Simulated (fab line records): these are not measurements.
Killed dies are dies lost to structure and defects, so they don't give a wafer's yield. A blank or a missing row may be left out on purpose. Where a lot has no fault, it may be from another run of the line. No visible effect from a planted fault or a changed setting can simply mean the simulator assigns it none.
A single fault, viewed from 2 desks / flow gf180mcu / every desk sees just its own numbers, and what lay behind them comes last

== FOR THE TOOL OWNER'S DESK: implanter-02 ==
The tool's own readings at GF_NWELL_IMPLANT_08, given as means over the sampled wafers that have a number, one for each lot that went through this tool. Any lot whose mean is over 4 standard deviations away from the usual mean is out of limits and marked OUT; that distance is given in the brackets.
Columns: A = beam_on_s at GF_NWELL_IMPLANT_08, usual 10.02 s; B = dose_ions_cm2 at GF_NWELL_IMPLANT_08, usual 1.5002e+13; C = faraday_current_uA at GF_NWELL_IMPLANT_08, usual 84.4
lot=L618; first seen here=day 3 16:21; A=9.89; B=1.5003e+13; C=85.6
lot=L619; first seen here=day 4 00:08; A=10.01; B=1.5009e+13; C=84.1
lot=L621; first seen here=day 4 08:15; A=10.05; B=1.5006e+13; C=84.2
lot=L624; first seen here=day 4 21:11; A=9.94; B=1.5002e+13; C=85.0
lot=L628; first seen here=day 5 21:10; A=10.01; B=9.5430e+12 (-99 or more) OUT; C=53.7 (-18) OUT
lot=L630; first seen here=day 6 10:49; A=10.04; B=9.5477e+12 (-99 or more) OUT; C=53.7 (-18) OUT
This desk finds L628, L630 out of limits, L628 being first, at day 5 21:10 (dose_ions_cm2 at GF_NWELL_IMPLANT_08). L618, L619, L621, L624: within limits.

== AT THE METROLOGY DESK ==
What the gauges read, lot by lot, whatever tool the lot ran on: means of the sampled wafers that have a number. Any lot whose mean is over 4 standard deviations away from the usual mean is out of limits and marked OUT; that distance is given in the brackets.
Columns: A = INCOMING_BOW at GF_STI_BOW_MEAS_00, usual 0 um; B = STI_OXIDATION_THK at GF_STI_THK_MEAS_02, usual 10.06 nm; C = NWELL_TW at GF_NWELL_TW_MEAS_11, usual 1567; D = NWELL_RS at GF_VT_IMPLANT_RS_MEAS_47, usual 487.7 ohm/sq
lot=L617; first seen here=day 1 10:02; A=1; B=10.32; C=1575; D=487.2
lot=L618; first seen here=day 1 15:00; A=4; B=10.15; C=1580; D=489.1
lot=L619; first seen here=day 1 20:01; A=6; B=10.19; C=1589; D=485.3
lot=L621; first seen here=day 2 06:00; A=-2; B=9.95; C=1532; D=487.8
lot=L624; first seen here=day 2 21:01; A=-2; B=10.35; C=1527; D=486.9
lot=L626; first seen here=day 3 07:00; A=1; B=10.11; C=1527; D=487.6
lot=L628; first seen here=day 3 17:00; A=4; B=10.10; C=1355 (-5.9) OUT; D=617.8 (+93) OUT
lot=L630; first seen here=day 4 03:01; A=2; B=9.86; C=1415 (-4.2) OUT; D=616.7 (+92) OUT
lot=L634; first seen here=day 4 23:00; A=-1; B=9.87; C=1531; D=488.9
lot=L636; first seen here=day 5 09:01; A=7; B=9.97; C=1610; D=490.1
lot=L637; first seen here=day 5 14:00; A=-4; B=10.32; C=1606; D=488.3
lot=L638; first seen here=day 5 19:00; A=4; B=9.83; C=1607; D=486.2
Per this desk, out of limits: L628, L630; the first was L628, day 5 21:34 (NWELL_TW at GF_NWELL_TW_MEAS_11). L617, L618, L619, L621, L624, L626, L634, L636, L637, L638: within limits.

== BROUGHT TOGETHER ==
At day 5 21:10, on L628, L630, the tool owner's desk was in a position to raise an alarm.
L628, L630 would have let the metrology desk raise an alarm at day 5 21:34.
The lots listed all ran GF_NWELL_IMPLANT_08 on implanter-02.

== WHAT HAD BEEN PUT IN BY THE SIMULATOR ==
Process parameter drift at GF_NWELL_IMPLANT_08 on implanter-02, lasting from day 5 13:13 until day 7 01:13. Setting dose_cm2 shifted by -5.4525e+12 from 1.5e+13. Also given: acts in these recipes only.
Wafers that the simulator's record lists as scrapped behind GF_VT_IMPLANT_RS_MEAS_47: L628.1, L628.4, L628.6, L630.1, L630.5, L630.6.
Shown lots that were struck: L628, L630.
Fault start to first reading out of limits, in hours, per desk: tool owner, 8; metrology, 8.
